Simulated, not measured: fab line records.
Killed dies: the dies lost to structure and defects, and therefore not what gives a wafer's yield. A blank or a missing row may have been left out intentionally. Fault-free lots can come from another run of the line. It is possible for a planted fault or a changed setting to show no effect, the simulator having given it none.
A struck lot beside a sound one | flow sky130 | 17 out of 708 route steps
Sound: these wafers, L134.3, L134.5, L134.6. Wafers L132.1, L132.2, L132.3 were the ones struck. The cause is named last.
At each step with rows: each side's tool, then ch and its chambers, then its first start. Under that, the readings that differ: sound wafers | struck wafers | difference of the means | sigmas: that difference in standard deviations of wafers without a fault.
alike: same words and numbers on both sides, and readings whose means sit less than 2 such deviations apart. not compared: any withheld reading, any reading some wafer has no value for, any bound like >300 that may hide the same value, and any number with overlapping values for which the record gives no deviation.
A row with sigmas, a row that says differs or no value, or rows on one side alone: a step with any of these is where the two part. When numbers do not overlap yet have no deviation, they are printed without sigmas and do not part them. A reading missing from all wafers of one side parts the sides only when that side holds two or more wafers.

SKY_METAL1_THK_MEAS_06: measures by xrf.
  struck on film_metro-02, day 36 10:46; sound on film_metro-01, day 37 03:34
  alike: METAL1_ALCU_THK
then, 8 steps without rows for these wafers: SKY_METAL1_DEHYDRATE_07 (time 60 s); SKY_METAL1_HMDS_08 (prime time 60 s); SKY_METAL1_COAT_09 (resist thk 60 nm); SKY_METAL1_COAT_10 (resist thk 450 nm); SKY_METAL1_SOFTBAKE_11 (time 90 s); SKY_METAL1_EXPOSE_12 (exposes mask MM1, target cd 140 nm); SKY_METAL1_PEB_13; SKY_METAL1_DEVELOP_14 (develop time 60 s).
SKY_METAL1_CD_MEAS_15: the cd target is 140 nm.
  struck on cd_sem-02, day 37 12:38; sound on cd_sem-02, day 38 05:25
  alike: cd_nm
SKY_METAL1_OVL_MEAS_16:
  struck on overlay-02, day 37 12:45; sound on overlay-01, day 38 05:31
  alike: METAL1_OVL
SKY_METAL1_DESCUM_17: chemistry O2, time 8 s.
  sound on rie_metal-01 ch 0,1, day 38 05:33; struck on rie_metal-03 ch 0,1, day 37 12:47
  alike: chamber_pressure_mTorr, drypump_motor_current_A, oes_product_au, rf_fwd_power_W
  not compared: rf_hours_counter_h
SKY_METAL1_ETCH_18: etches BARC in N2/H2, stops on SiO2, time 45.9 s, target depth 60 nm.
  sound on rie_metal-01 ch 0,1, day 38 05:35; struck on rie_metal-03 ch 0,1, day 37 12:49
  no value came back on the struck wafers for any of 6 readings (bias_w (W), chamber_pressure_mTorr (mTorr) and others); on the sound wafers bias_w (W) reads 99.91 99.88 99.90
  reading                                       | sound             | struck            | difference | sigmas
  model.KrF-thick_of_METAL1_COAT_10.thk_nm (nm) | 391.9 390.8 391.2 | 434.2 435.3 434.5 | +43.4      |
  not compared: rf_hours_counter_h
SKY_METAL1_METAL_ETCH_19: etches the open film in Cl2/BCl3, stops on SiO2, target depth 360 nm, time 78 s.
  sound on rie_metal-01 ch 0,1, day 38 05:40; struck on rie_metal-03 ch 0,1, day 37 12:53
  reading                                       | sound             | struck            | difference | sigmas
  oes_product_au (a.u.)                         | 0.844 0.850 0.851 | 0.373 0.374 0.384 | -0.471     | -83
  model.KrF-thick_of_METAL1_COAT_10.thk_nm (nm) | 158.4 156.8 153.4 | 197.6 207.7 199.9 | +45.5      |
  alike: bcl3_flow_sccm, bias_w, chamber_pressure_mTorr, drypump_motor_current_A, rf_fwd_power_W, throttle_valve_pct
  not compared: rf_hours_counter_h
SKY_METAL1_STRIP_20: strips in O2/N2.
  sound on plasma_asher-03 ch 0,1, day 38 05:46; struck on plasma_asher-02 ch 0,1, day 37 12:58
  reading                      | sound             | struck            | difference | sigmas
  oes_product_au (a.u.)        | 0.344 0.346 0.338 | 0.355 0.366 0.362 | +0.018     | +4
  strip_time_to_endpoint_s (s) | 2.69 2.67 2.64    | 3.12 3.22 3.14    | +0.49      | +13
  alike: chamber_pressure_mTorr, drypump_motor_current_A, o2_flow_sccm
  not compared: rf_hours_counter_h
then, 1 step without rows for these wafers: SKY_METAL1_STRIP_21 (strips in post etch residue remover, time 1200 s).
-- the record jumps here: 12 days lie between the struck wafers' starts before and after (it left off in module METAL1 and takes up again in module PAD_OPEN, whose first step shown is number 708 of the route) --
SKY_PAD_OPEN_PROBE_99:
  struck on prober-01, day 49 13:32; sound on prober-01, day 49 23:24
  reading                  | sound          | struck         | difference | sigmas
  defect_limited_yield (%) | 78.9 85.6 81.1 | 0 0 0          | -82        | -41
  killed_at_M0_to_M3       | 48 45 44       | 452 445 452    | +404       | +63
  killed_dies              | 104 71 93      | 492 492 492    | +403       | +42
  killed_on_rim            | 21 12 16       | 96 96 96       | +80        | +19
  sort_bin_5_function (%)  | 14.0 9.1 12.0  | 93.1 92.3 92.9 | +81.1      | +51
  sort_n_pass              | 388 421 399    | 0 0 0          | -403       | -42
  sort_yield_pct (%)       | 78.9 85.6 81.1 | 0 0 0          | -82        | -41
  alike: killed_at_M4_up, killed_at_contacts, killed_at_front_end, killed_at_other, killed_open, killed_short, sort_bin_3_pad_short, sort_bin_6_memory

== WHERE THEY PART ==
At SKY_METAL1_ETCH_18 first; at SKY_PAD_OPEN_PROBE_99 last (within this record only).

WHY: what had been put in by the simulator
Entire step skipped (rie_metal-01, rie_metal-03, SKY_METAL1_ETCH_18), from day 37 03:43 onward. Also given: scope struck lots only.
